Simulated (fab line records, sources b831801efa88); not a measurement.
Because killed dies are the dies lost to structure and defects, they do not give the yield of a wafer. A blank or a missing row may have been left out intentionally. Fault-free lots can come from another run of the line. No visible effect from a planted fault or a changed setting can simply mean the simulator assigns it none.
Comparing a struck lot with a sound one ; flow sky130 ; 15 out of 708 route steps
Sound: the wafers L451.2, L451.5, L451.6. The struck wafers were L457.4, L457.5. The cause is named last.
For every step that has rows: the tool of each side, followed by ch and its chambers, followed by its first start. Under that, the readings that differ: sound wafers ; struck wafers ; difference of the means ; sigmas: that difference in standard deviations of wafers without a fault.
alike: readings with means less than 2 such deviations apart, plus words and numbers identical on both sides. not compared: withheld readings, readings lacking a value on some wafer, bounds such as >300 that could conceal the same value, and numbers that have no deviation in the record and whose values overlap.
Wherever a step has rows on one side only, a row that says differs or no value, or a row with sigmas, the two part there. Numbers that don't overlap but have no deviation are shown without sigmas and don't part them. A reading that every wafer of one side lacks parts them only if that side has two wafers or more.

SKY_VIA3_CMP_02: polishes SiO2.
  sound on cmp-01 ch 0,1,2, day 40 16:22; struck on cmp-01 ch 3, day 42 05:36
  alike: motorCurrentA
SKY_VIA3_BOW_MEAS_03:
  sound on filmMetro-03 at day 40 16:32; struck on filmMetro-02 at day 42 05:58
  alike: VIA3_BOW
then, 8 steps without rows for these wafers: SKY_VIA3_DEHYDRATE_04 (time 60 s); SKY_VIA3_HMDS_05 (prime time 60 s); SKY_VIA3_COAT_06 (resist thk 60 nm); SKY_VIA3_COAT_07 (resist thk 450 nm); SKY_VIA3_SOFTBAKE_08 (time 90 s); SKY_VIA3_EXPOSE_09 (exposes mask VIM3, target cd 200 nm); SKY_VIA3_PEB_10; SKY_VIA3_DEVELOP_11 (develop time 60 s).
SKY_VIA3_CD_MEAS_12: target cd 200 nm.
  sound on cdSem-01 at day 41 17:26; struck on cdSem-02 at day 43 05:29
  alike: cdNm
SKY_VIA3_OVL_MEAS_13:
  sound on overlay-01 at day 41 17:32; struck on overlay-02 at day 43 05:34
  alike: VIA3_OVL
SKY_VIA3_ETCH_14: etches BARC in N2/H2, stops on SiO2, time 45.9 s, target depth 60 nm.
  sound on rieDiel-03 ch 0,2,3, day 41 17:34; struck on rieDiel-02 ch 0,1, day 43 05:34
reading;sound;struck;difference;sigmas
oesProductAu (a.u.);0.847 0.859 0.852;0.911 0.917;+0.061;+13
runLengthS (s);74.3 74.9 74.3;70.7 71.3;-3.5;-9
  alike: drypumpMotorCurrentA, throttleValvePct
  not compared: rfHoursCounterH, model.KrF-thick_of_VIA3_COAT_07.thkNm
SKY_VIA3_ETCH_15: etches SiO2 in C4F8/O2/Ar, stops on TiN, target depth 507 nm, time 78 s.
  sound on rieDiel-03 ch 0,2,3, day 41 17:37; struck on rieDiel-02 ch 0,1, day 43 05:37
  alike: oesProductAu, runLengthS
  not compared: rfHoursCounterH
-- the record jumps here: 6 days lie between the struck wafers' starts before and after (it left off in module VIA3 and takes up again in module PAD_OPEN, whose first step shown is number 708 of the route) --
SKY_PAD_OPEN_PROBE_99:
  sound on prober-01 at day 47 12:59; struck on prober-01 at day 48 18:53
  alike: defectLimitedYield, killed_at_M0_to_M3, killed_at_M4_up, killedAtContacts, killedAtFrontEnd, killedAtOther, killedDies, killedOnRim, killedOpen, killedShort, sort_bin_3_pad_short, sort_bin_5_function, sort_bin_6_memory, sortNPass, sortYieldPct

WHERE THEY PART
Within this record, at SKY_VIA3_ETCH_14 only. Later steps at which nothing parts them and some readings are alike: SKY_VIA3_ETCH_15, SKY_PAD_OPEN_PROBE_99.

WHY: whatever the simulator had introduced
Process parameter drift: rieDiel-02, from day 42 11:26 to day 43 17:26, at SKY_VIA3_ETCH_14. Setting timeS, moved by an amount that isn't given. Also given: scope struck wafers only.
